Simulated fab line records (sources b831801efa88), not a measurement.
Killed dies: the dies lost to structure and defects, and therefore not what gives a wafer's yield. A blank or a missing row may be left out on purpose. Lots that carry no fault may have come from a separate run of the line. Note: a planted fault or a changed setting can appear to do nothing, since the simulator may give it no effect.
Which tool did it?    flow sky130    72 wafers from 24 lots sampled at 6 of the route's 708 steps

WHAT THE GAUGES SHOWED, per wafer
SKY_VT_ADJUST_PCH_TW_MEAS_10.
lot   measured      on             VT_ADJUST_PCH_TW
L074  day 10 13:50  film-metro-04  143.1 143.6 143.9
L075  day 10 18:01  film-metro-04  143.8 143.9 143.0
L076  day 10 22:26  film-metro-04  144.4 144.1 143.9
L077  day 11 05:14  film-metro-03  143.8 143.7 143.7
L078  day 11 16:11  film-metro-03  142.9 143.3 143.5
L079  day 12 00:23  film-metro-04  142.0 142.6 142.8
L080  day 12 05:35  film-metro-04  142.2 143.2 142.2
L081  day 12 14:50  film-metro-02  145.0 145.6 144.7
L082  day 12 21:58  film-metro-04  142.2 142.3 142.1
L083  day 13 04:59  film-metro-04  143.7 143.8 143.7
L084  day 13 12:11  film-metro-03  143.7 143.6 143.9
L085  day 13 20:01  film-metro-02  144.0 144.0 144.3
L086  day 14 03:44  film-metro-03  144.4 143.5 144.1
L087  day 14 08:47  film-metro-03  144.2 144.2 145.1
L088  day 14 19:44  film-metro-04  142.2 142.4 141.7
L089  day 15 06:23  film-metro-03  143.6 143.0 143.1
L090  day 15 16:08  film-metro-02  144.9 145.5 145.7
L091  day 15 21:28  film-metro-03  144.6 143.1 143.0
L092  day 16 04:49  film-metro-03  144.8 144.8 144.6
L093  day 16 16:58  film-metro-04  143.3 143.0 143.6
L094  day 16 23:43  film-metro-03  144.7 144.6 144.7
L095  day 17 01:47  film-metro-02  144.6 144.6 144.0
L096  day 17 12:19  film-metro-02  143.6 144.2 145.1
L097  day 17 17:26  film-metro-04  141.8 143.4 142.9

SKY_LOCAL_INTERCONNECT_THK_MEAS_02: measures by xrf.
lot   measured      on             LOCAL_INTERCONNECT_TIN_THK (nm)
L074  day 29 06:17  film-metro-01  101.7 102.4 102.7
L075  day 29 16:11  film-metro-03  99.4 98.7 98.5
L076  day 29 18:37  film-metro-01  101.9 101.1 101.5
L077  day 30 03:20  film-metro-03  99.8 99.3 99.6
L078  day 30 14:26  film-metro-03  101.4 101.3 101.2
L079  day 30 18:38  film-metro-01  99.6 99.1 98.7
L080  day 31 03:41  film-metro-04  101.2 100.6 101.7
L081  day 31 16:18  film-metro-01  100.7 100.4 101.7
L082  day 31 23:08  film-metro-04  99.8 100.8 101.4
L083  day 32 09:46  film-metro-01  102.1 101.3 102.0
L084  day 32 16:16  film-metro-01  102.0 102.5 101.8
L085  day 33 01:55  film-metro-01  101.7 100.9 102.1
L086  day 33 05:59  film-metro-01  100.8 100.7 101.8
L087  day 33 13:56  film-metro-03  100.8 100.0 100.3
L088  day 33 19:54  film-metro-01  101.3 101.7 101.8
L089  day 34 05:39  film-metro-04  100.4 101.3 99.7
L090  day 34 17:41  film-metro-04  100.8 100.1 99.8
L091  day 34 21:24  film-metro-01  101.3 100.7 100.9
L092  day 35 03:30  film-metro-01  100.8 100.8 100.7
L093  day 35 15:12  film-metro-04  99.9 100.2 98.9
L094  day 35 20:44  film-metro-04  99.1 98.9 98.3
L095  day 36 09:03  film-metro-04  99.9 102.3 101.0
L096  day 36 13:33  film-metro-04  100.7 100.8 100.9
L097  day 36 17:53  film-metro-03  101.6 101.0 101.2

SKY_CONTACT_THK_MEAS_01.
lot   measured      on             CONTACT_CVD_00_THK (nm)
L074  day 30 11:35  film-metro-02  74.3 75.2 75.5
L075  day 30 21:51  film-metro-01  74.5 75.9 75.7
L076  day 30 23:04  film-metro-02  74.0 75.0 74.6
L077  day 31 07:41  film-metro-02  75.1 75.2 76.7
L078  day 31 19:05  film-metro-01  74.9 76.5 75.7
L079  day 31 23:09  film-metro-03  74.0 74.8 75.6
L080  day 32 08:11  film-metro-01  73.5 75.0 75.0
L081  day 32 20:09  film-metro-03  73.8 75.8 75.6
L082  day 33 03:02  film-metro-02  75.6 74.7 75.5
L083  day 33 13:29  film-metro-02  73.8 75.4 75.1
L084  day 33 18:21  film-metro-01  74.8 75.8 75.6
L085  day 34 05:53  film-metro-01  76.1 76.7 77.0
L086  day 34 09:14  film-metro-03  75.1 75.0 74.5
L087  day 34 16:56  film-metro-01  74.1 75.7 75.2
L088  day 34 23:24  film-metro-01  74.9 76.2 76.6
L089  day 35 09:28  film-metro-02  73.9 75.9 75.6
L090  day 35 21:05  film-metro-01  74.6 73.5 75.6
L091  day 35 23:41  film-metro-01  75.7 75.2 76.4
L092  day 36 06:45  film-metro-02  74.2 73.5 74.5
L093  day 36 17:47  film-metro-02  74.7 75.0 74.8
L094  day 36 23:17  film-metro-02  75.4 75.4 76.4
L095  day 37 11:49  film-metro-03  74.8 75.6 76.2
L096  day 37 16:41  film-metro-01  74.3 75.0 75.8
L097  day 37 20:54  film-metro-02  73.3 75.6 75.9

SKY_METAL1_RS_MEAS_05: a four-point-probe measurement.
lot   measured      on             METAL1_ALCU_RS (ohm/sq)
L074  day 31 17:13  film-metro-02  0.1264 0.1265 0.1265
L075  day 32 03:58  film-metro-04  0.1272 0.1266 0.1259
L076  day 32 04:40  film-metro-01  0.1260 0.1254 0.1265
L077  day 32 13:08  film-metro-02  0.1271 0.1255 0.1256
L078  day 33 00:51  film-metro-01  0.1273 0.1284 0.1281
L079  day 33 04:52  film-metro-01  0.1244 0.1245 0.1240
L080  day 33 14:11  film-metro-04  0.1269 0.1265 0.1265
L081  day 34 00:51  film-metro-01  0.1273 0.1261 0.1263
L082  day 34 07:35  film-metro-01  0.1269 0.1262 0.1271
L083  day 34 17:58  film-metro-02  0.1274 0.1289 0.1270
L084  day 34 22:59  film-metro-04  0.1271 0.1273 0.1266
L085  day 35 11:01  film-metro-01  0.1279 0.1279 0.1284
L086  day 35 13:56  film-metro-02  0.1273 0.1277 0.1275
L087  day 35 21:16  film-metro-04  0.1265 0.1278 0.1266
L088  day 36 03:52  film-metro-01  0.1251 0.1252 0.1254
L089  day 36 14:34  film-metro-04  0.1275 0.1297 0.1302
L090  day 37 00:47  film-metro-04  0.1273 0.1272 0.1278
L091  day 37 04:15  film-metro-01  0.1265 0.1251 0.1265
L092  day 37 11:07  film-metro-02  0.1277 0.1276 0.1287
L093  day 37 22:03  film-metro-02  0.1277 0.1281 0.1279
L094  day 38 02:55  film-metro-04  0.1260 0.1272 0.1265
L095  day 38 16:24  film-metro-04  0.1265 0.1260 0.1250
L096  day 38 20:25  film-metro-01  0.1260 0.1266 0.1264
L097  day 39 00:55  film-metro-01  0.1273 0.1274 0.1268

TOOL THAT RAN EACH LOT (tool first, then ch and the chambers of the sampled wafers, then the start)
lot   SKY_NWELL_RTA_28                  SKY_LI_CONTACT_CMP_02
L074  rtp-anneal-01 ch 0, day 5 11:41   cmp-02 ch 0,1,2, day 28 00:19
L075  rtp-anneal-02 ch 0, day 5 15:53   cmp-02 ch 0,1,2, day 28 09:40
L076  rtp-anneal-01 ch 0, day 5 18:29   cmp-02 ch 1,2,3, day 28 12:10
L077  rtp-anneal-01 ch 0, day 6 00:31   cmp-02 ch 2,3, day 28 21:34
L078  rtp-anneal-02 ch 0, day 6 09:44   cmp-01 ch 1,2,3, day 29 08:25
L079  rtp-anneal-02 ch 0, day 6 13:52   cmp-02 ch 1,2, day 29 12:52
L080  rtp-anneal-02 ch 0, day 6 19:05   cmp-02 ch 1,3, day 29 22:40
L081  rtp-anneal-01 ch 0, day 7 01:40   cmp-02 ch 0,1,2, day 30 10:55
L082  rtp-anneal-02 ch 0, day 7 07:56   cmp-02 ch 0,2,3, day 30 17:56
L083  rtp-anneal-01 ch 0, day 7 14:26   cmp-02 ch 1,2,3, day 31 03:40
L084  rtp-anneal-02 ch 0, day 7 18:01   cmp-02 ch 0,3, day 31 11:19
L085  rtp-anneal-01 ch 0, day 8 02:00   cmp-02 ch 0,1,3, day 31 20:13
L086  rtp-anneal-02 ch 0, day 8 06:53   cmp-02 ch 0,1,2, day 32 00:31
L087  rtp-anneal-02 ch 0, day 8 12:53   cmp-01 ch 0,1,3, day 32 08:58
L088  rtp-anneal-01 ch 0, day 8 19:19   cmp-01 ch 0,1,2, day 32 16:31
L089  rtp-anneal-01 ch 0, day 9 04:02   cmp-01 ch 0,2, day 33 01:10
L090  rtp-anneal-01 ch 0, day 9 11:55   cmp-02 ch 0,1,2, day 33 13:28
L091  rtp-anneal-02 ch 0, day 9 16:35   cmp-01 ch 2,3, day 33 16:58
L092  rtp-anneal-02 ch 0, day 9 22:32   cmp-02 ch 1,2,3, day 33 22:37
L093  rtp-anneal-01 ch 0, day 10 06:22  cmp-02 ch 0,2,3, day 34 10:14
L094  rtp-anneal-02 ch 0, day 10 12:50  cmp-01 ch 1,2, day 34 16:40
L095  rtp-anneal-01 ch 0, day 10 14:25  cmp-02 ch 0,2,3, day 35 05:01
L096  rtp-anneal-02 ch 0, day 10 22:14  cmp-02 ch 1,2, day 35 09:31
L097  rtp-anneal-01 ch 0, day 11 04:04  cmp-02 ch 0,1,2, day 35 14:16
- SKY_NWELL_RTA_28: time 30 s.
- SKY_LI_CONTACT_CMP_02: polishes PSG.

WHAT THE TOOLS THEMSELVES READ (means of the sampled wafers that have a number; where no wafer has one, the mark that the record gives instead)
SKY_NWELL_RTA_28.
lot   tool           lamp-power-pct (%)  wafer_temp_C_max
L074  rtp-anneal-01  25.28               1055.4
L075  rtp-anneal-02  25.35               1053.6
L076  rtp-anneal-01  25.26               1054.3
L077  rtp-anneal-01  25.36               1055.7
L078  rtp-anneal-02  25.31               1054.9
L079  rtp-anneal-02  25.34               1054.4
L080  rtp-anneal-02  25.30               1054.7
L081  rtp-anneal-01  25.32               1054.5
L082  rtp-anneal-02  25.29               1054.0
L083  rtp-anneal-01  25.30               1054.8
L084  rtp-anneal-02  25.33               1055.0
L085  rtp-anneal-01  25.36               1055.6
L086  rtp-anneal-02  25.36               1055.4
L087  rtp-anneal-02  25.31               1054.8
L088  rtp-anneal-01  25.30               1055.2
L089  rtp-anneal-01  25.28               1055.2
L090  rtp-anneal-01  25.30               1054.9
L091  rtp-anneal-02  25.34               1054.6
L092  rtp-anneal-02  25.32               1054.9
L093  rtp-anneal-01  25.28               1054.5
L094  rtp-anneal-02  25.31               1055.0
L095  rtp-anneal-01  25.31               1055.0
L096  rtp-anneal-02  25.33               1055.2
L097  rtp-anneal-01  25.32               1054.8

SKY_LI_CONTACT_CMP_02.
lot   tool    edge-zone-pressure-frac  motor-current-A (A)  platen-rpm (rpm)  time-to-endpoint-s (s)
L074  cmp-02  0.998                    13.2                 59.98             31.9
L075  cmp-02  1.004                    13.6                 60.01             31.9
L076  cmp-02  0.996                    13.2                 59.99             30.5
L077  cmp-02  1.002                    13.5                 60.05             33.6
L078  cmp-01  1.000                    11.4                 60.03             32.9
L079  cmp-02  1.006                    13.1                 60.05             30.6
L080  cmp-02  1.004                    12.4                 59.97             29.9
L081  cmp-02  1.000                    13.3                 59.99             31.1
L082  cmp-02  1.002                    13.4                 60.04             30.0
L083  cmp-02  0.997                    12.7                 60.01             34.6
L084  cmp-02  1.001                    13.4                 60.01             32.5
L085  cmp-02  0.998                    12.4                 60.01             32.5
L086  cmp-02  0.998                    13.5                 60.00             33.2
L087  cmp-01  1.000                    12.4                 60.00             33.5
L088  cmp-01  1.001                    12.4                 60.00             35.6
L089  cmp-01  0.998                    12.9                 59.99             35.9
L090  cmp-02  0.999                    13.7                 59.97             30.6
L091  cmp-01  1.003                    11.0                 60.01             35.6
L092  cmp-02  1.000                    12.9                 60.01             31.5
L093  cmp-02  1.001                    13.1                 60.03             32.8
L094  cmp-01  0.992                    11.5                 60.05             32.8
L095  cmp-02  1.002                    13.4                 59.98             32.1
L096  cmp-02  0.998                    13.9                 60.00             32.8
L097  cmp-02  1.004                    13.3                 60.02             33.9

THE ANSWER, worked out from the rows above alone
Rule: what is usual is taken from the lots themselves. The widest of any qualifying gaps counts: lots, ordered by their means at a reading, are off when they make up no more than a third of the lots, leave a main group of 4 or more, and stand apart from it by 3 or more times the standard deviation of that group's means. The tables above print the reading to a certain number of digits; a main group whose means all agree to those digits is not used. Also off: a lot with no number at a reading for which 4 or more lots have one. Where the step has rows for the other lots, those lots are counted as sound. First the gauges in route order, then the tools' own readings, where a lot's mean is used as printed above. The first step at which some lot is off is used, and at that step the reading that is off furthest; a lot without a number counts as furthest.
None of the lots is off at any reading shown; this tells nothing.

WHAT HAD BEEN PUT IN BY THE SIMULATOR
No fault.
